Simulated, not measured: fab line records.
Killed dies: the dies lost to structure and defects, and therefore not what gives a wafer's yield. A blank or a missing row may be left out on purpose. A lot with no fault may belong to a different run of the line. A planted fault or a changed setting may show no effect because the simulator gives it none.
A lot that was struck, set against a sound lot    flow sky130    43 steps out of a route of 708
Sound: wafers L959.1, L959.2, L959.5. Struck: wafers L961.3, L961.6. (L961.5 of the same lot was not struck and is left out.) The cause comes at the end.
At each step with rows: each side's tool, then ch and its chambers, then its first start. Under that, the readings that differ: sound wafers    struck wafers    difference of the means    sigmas: that difference in standard deviations of wafers without a fault.
alike: same words and numbers on both sides, and readings whose means sit less than 2 such deviations apart. not compared: any withheld reading, any reading some wafer has no value for, any bound like >300 that may hide the same value, and any number with overlapping values for which the record gives no deviation.
A row with sigmas, a row that says differs or no value, or rows on one side alone: a step with any of these is where the two part. Non-overlapping numbers with no deviation appear without sigmas and do not part them. A reading missing from all wafers of one side parts the sides only when that side holds two or more wafers.

first, 7 steps without rows for these wafers: SKY_METAL2_HMDS_08 (prime time 60 s); SKY_METAL2_COAT_09 (resist thk 60 nm); SKY_METAL2_COAT_10 (resist thk 450 nm); SKY_METAL2_SOFTBAKE_11 (time 90 s); SKY_METAL2_EXPOSE_12 (exposes mask MM2, target cd 140 nm); SKY_METAL2_PEB_13; SKY_METAL2_DEVELOP_14 (develop time 60 s).
SKY_METAL2_CD_MEAS_15: the cd target is 140 nm.
  sound on cdSem-02, day 36 01:53; struck on cdSem-02, day 37 01:22
  alike: cdNm
SKY_METAL2_OVL_MEAS_16:
  sound on overlay-02, day 36 02:00; struck on overlay-02, day 37 01:28
  alike: METAL2_OVL
SKY_METAL2_DESCUM_17: chemistry O2, time 8 s.
  sound on rieMetal-03 ch 0,1, day 36 02:02; struck on rieMetal-01 ch 1, day 37 01:30
  alike: drypumpMotorCurrentA, oesProductAu
  not compared: rfHoursCounterH
then, 1 step without rows for these wafers: SKY_METAL2_ETCH_18 (etches BARC in N2/H2, stops on SiO2, time 45.9 s, target depth 60 nm).
SKY_METAL2_METAL_ETCH_19: etches the open film in Cl2/BCl3, stops on SiO2, target depth 360 nm, time 78 s.
  sound on rieMetal-03 ch 0,1, day 36 02:08; struck on rieMetal-01 ch 1, day 37 01:37
  alike: drypumpMotorCurrentA, oesProductAu, throttleValvePct
  not compared: rfHoursCounterH
SKY_METAL2_STRIP_20: strips in O2/N2.
  sound on plasmaAsher-02 ch 0,1, day 36 02:13; struck on plasmaAsher-03 ch 0, day 37 01:43
  alike: drypumpMotorCurrentA, oesProductAu, stripTimeToEndpointS
  not compared: rfHoursCounterH
then, 4 steps without rows for these wafers: SKY_METAL2_STRIP_21 (strips in post etch residue remover, time 1200 s); SKY_METAL2_CLEAN_22 (cleans in IPA, time 180 s); SKY_METAL2_CLEAN_23 (cleans in O3/DIW); SKY_VIA2_HDPCVD_00 (deposits SiO2, target thk 1180 nm, time 196.7 s).
SKY_VIA2_THK_MEAS_01:
  sound on filmMetro-01, day 36 02:57; struck on filmMetro-03, day 37 02:25
  alike: VIA2_HDPCVD_THK
SKY_VIA2_CMP_02: polishes SiO2.
  sound on cmp-01 ch 0,3, day 36 03:01; struck on cmp-01 ch 0,1, day 37 02:36
  alike: headPressurePsi, motorCurrentA, retainingRingPressureFrac
SKY_VIA2_BOW_MEAS_03:
  sound on filmMetro-03, day 36 03:19; struck on filmMetro-02, day 37 02:47
  alike: VIA2_BOW
then, 8 steps without rows for these wafers: SKY_VIA2_DEHYDRATE_04 (time 60 s); SKY_VIA2_HMDS_05 (prime time 60 s); SKY_VIA2_COAT_06 (resist thk 59.41 nm); SKY_VIA2_COAT_07 (resist thk 450 nm); SKY_VIA2_SOFTBAKE_08 (time 90 s); SKY_VIA2_EXPOSE_09 (exposes mask VIM2, target cd 200 nm); SKY_VIA2_PEB_10; SKY_VIA2_DEVELOP_11 (develop time 60 s).
SKY_VIA2_CD_MEAS_12: the cd target is 200 nm.
  sound on cdSem-02, day 37 05:17; struck on cdSem-02, day 38 05:04
  alike: cdNm
SKY_VIA2_OVL_MEAS_13:
  sound on overlay-02, day 37 05:24; struck on overlay-01, day 38 05:10
  alike: VIA2_OVL
then, 6 steps without rows for these wafers: SKY_VIA2_ETCH_14 (etches BARC in N2/H2, stops on SiO2, time 45.9 s, target depth 60 nm); SKY_VIA2_ETCH_15 (etches SiO2 in C4F8/O2/Ar, stops on TiN, target depth 546 nm, time 84 s); SKY_VIA2_STRIP_16 (strips in O2/N2); SKY_VIA2_STRIP_17 (strips in post etch residue remover, time 1200 s); SKY_VIA2_CLEAN_18 (cleans in IPA, time 180 s); SKY_VIA2_CLEAN_19 (cleans in O3/DIW).
SKY_VIA2_SPUTTER_20: material TiN, target thk 20 nm, time 80 s.
  sound on pvdSputter-03, day 37 06:08; struck on pvdSputter-03, day 38 05:54
  alike: cathodeDcPowerW, throttleValvePct
then, 1 step without rows for these wafers: SKY_VIA2_CVD_21 (deposits W, target thk 420 nm, time 126.4 s).
SKY_VIA2_RS_MEAS_22: measures by four-point-probe.
  sound on filmMetro-03, day 37 06:20; struck on filmMetro-03, day 38 06:08
  alike: VIA2_W_RS
SKY_VIA2_THK_MEAS_23: measures by xrf.
  sound on filmMetro-03, day 37 06:27; struck on filmMetro-03, day 38 06:14
  alike: VIA2_W_THK
then, 1 step without rows for these wafers: SKY_VIA2_CMP_24 (polishes, stops on SiO2, t overpolish 20 s, target thk 0 nm).
SKY_METAL3_SPUTTER_00: material Ti, target thk 15 nm, time 10 s.
  sound on pvdSputter-01, day 37 06:50; struck on pvdSputter-01, day 38 06:34
  alike: cathodeDcPowerW, throttleValvePct
-- the record jumps here: 9 days lie between the struck wafers' starts before and after (it left off in module METAL3 and takes up again in module PAD_OPEN, whose first step shown is number 708 of the route) --
SKY_PAD_OPEN_PROBE_99:
  sound on prober-02, day 46 11:40; struck on prober-02, day 47 05:01
reading                                sound              struck       difference  sigmas
defectLimitedYield (%)                 83.1 80.7 81.5     76.2 74.6    -6.4        -4
killed_at_M0_to_M3                     37 46 46           78 81        +36         +6
killedDies                             83 95 91           117 125      +31         +4
sort_bin_5_function (%)                9.8 12.0 11.2      15.7 15.9    +4.8        +3
sortNPass                              409 397 401        375 367      -31         -4
sortYieldPct (%)                       83.1 80.7 81.5     76.2 74.6    -6.4        -4
model.etest.tester.sortNPass           409 397 401        375 367      -31         
model.etest.tester.sortYieldPct (%)    83.13 80.69 81.5   76.22 74.59  -6.37       
model.etest.tester.sort_bin_5_pct (%)  9.756 11.99 11.18  15.65 15.85  +4.77       
  alike: killed_at_M4_up, killedAtContacts, killedAtFrontEnd, killedAtOther, killedOpen, killedShort, sort_bin_3_pad_short, sort_bin_6_memory
  not compared: model.etest.tester.sort_bin_3_pct

WHERE THEY PART
Within this record, at SKY_PAD_OPEN_PROBE_99 only.

WHY: whatever the simulator had introduced
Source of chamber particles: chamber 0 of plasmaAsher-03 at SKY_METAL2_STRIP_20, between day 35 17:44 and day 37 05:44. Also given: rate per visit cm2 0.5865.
